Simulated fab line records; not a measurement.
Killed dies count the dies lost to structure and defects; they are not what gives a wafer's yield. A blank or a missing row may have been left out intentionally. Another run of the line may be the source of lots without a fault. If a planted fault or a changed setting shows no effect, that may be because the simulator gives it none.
Struck lot and sound lot, side by side	flow sky130	15 steps out of a route of 708
Sound: these wafers, L765.4, L765.5, L765.6. Struck: wafers L772.1, L772.3, L772.4. The cause is named last.
At each step with rows: each side's tool, then ch and its chambers, then its first start. Under that, the readings that differ: sound wafers	struck wafers	difference of the means	sigmas: that difference in standard deviations of wafers without a fault.
alike: readings with means less than 2 such deviations apart, plus words and numbers identical on both sides. not compared: withheld readings, readings lacking a value on some wafer, bounds such as >300 that could conceal the same value, and numbers that have no deviation in the record and whose values overlap.
Wherever a step has rows on one side only, a row that says differs or no value, or a row with sigmas, the two part there. Numbers that have no deviation but don't overlap get no sigmas and don't part them. A reading missing from all wafers of one side parts the sides only when that side holds two or more wafers.

SKY_CONTACT_ETCH_17: etches SiO2 in C4F8/O2/Ar, stops on Si3N4, target depth 340 nm.
  sound on rieDiel-01 ch 0,3, day 34 18:58; struck on rieDiel-04 ch 0,1,3, day 36 13:28
  alike: oesProductAu
then, 5 steps without rows for these wafers: SKY_CONTACT_ETCH_18 (etches Si3N4 in CHF3/O2, stops on TiN, time 39 s, target depth 75 nm); SKY_CONTACT_STRIP_19 (strips in O2/N2); SKY_CONTACT_STRIP_20 (strips in post etch residue remover, time 1200 s); SKY_CONTACT_CLEAN_21 (cleans in IPA, time 180 s); SKY_CONTACT_CLEAN_22 (cleans in O3/DIW).
SKY_CONTACT_SPUTTER_23: material TiN, target thk 20 nm, time 80 s.
  sound: pvdSputter-03 at day 34 19:39; struck: pvdSputter-04 at day 36 14:16
  alike: chamberPressurePa, throttleValvePct
then, 1 step without rows for these wafers: SKY_CONTACT_CVD_24 (deposits W, target thk 340 nm, time 102.12 s).
SKY_CONTACT_RS_MEAS_25: the measuring method here is four-point-probe.
  sound: filmMetro-01 at day 34 19:53; struck: filmMetro-01 at day 36 14:26
  alike: CONTACT_W_RS
SKY_CONTACT_THK_MEAS_26: measures by xrf.
  sound: filmMetro-01 at day 34 19:58; struck: filmMetro-01 at day 36 14:33
  alike: CONTACT_W_THK
SKY_CONTACT_CMP_27: polishes, stops on SiO2, t overpolish 15 s, target thk 0 nm.
  sound on cmp-01 ch 0,1, day 34 20:03; struck on cmp-02 ch 0,1,2, day 36 14:54
  alike: motorCurrentA, overpolishRunS, timeToEndpointS
SKY_METAL1_SPUTTER_00: material Ti, target thk 15 nm, time 10 s.
  sound: pvdSputter-02 at day 34 20:18; struck: pvdSputter-01 at day 36 15:09
  alike: chamberPressurePa, throttleValvePct
SKY_METAL1_SPUTTER_01: material TiN, target thk 20 nm, time 16.7 s.
  sound: pvdSputter-02 at day 34 20:20; struck: pvdSputter-01 at day 36 15:10
reading	sound	struck	difference	sigmas
chamberPressurePa (Pa)	0.3983 0.3987 0.3992	0.3359 0.3368 0.3367	-0.0623	-80
throttleValvePct (%)	29.3 30.3 29.7	31.6 32.9 33.9	+3.0	+3
model.TiN_of_METAL1_SPUTTER_01.thkNm (nm)	19.94 19.77 19.96	20.94 20.6 20.37	+0.75	
SKY_METAL1_SPUTTER_02: material AlCu, target thk 250 nm, time 13.3 s.
  sound: pvdSputter-02 at day 34 20:21; struck: pvdSputter-01 at day 36 15:12
  alike: chamberPressurePa, throttleValvePct
-- the record jumps here: 13 days lie between the struck wafers' starts before and after (it left off in module METAL1 and takes up again in module PAD_OPEN, whose first step shown is number 708 of the route) --
SKY_PAD_OPEN_PROBE_99:
  sound: prober-01 at day 48 06:21; struck: prober-01 at day 49 10:20
  alike: defectLimitedYield, killed_at_M0_to_M3, killed_at_M4_up, killedAtContacts, killedAtFrontEnd, killedAtOther, killedDies, killedOpen, killedShort, sort_bin_3_pad_short, sort_bin_5_function, sort_bin_6_memory, sortNPass, sortYieldPct

== WHERE THEY PART ==
At SKY_METAL1_SPUTTER_01 and nowhere else, as far as this record goes. Later steps at which nothing parts them and some readings are alike: SKY_METAL1_SPUTTER_02, SKY_PAD_OPEN_PROBE_99.

WHY: what had been put in by the simulator
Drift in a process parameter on pvdSputter-01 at SKY_METAL1_SPUTTER_01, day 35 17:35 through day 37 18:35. From 0.4, the setting chamberPressurePa moved by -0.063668. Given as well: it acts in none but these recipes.
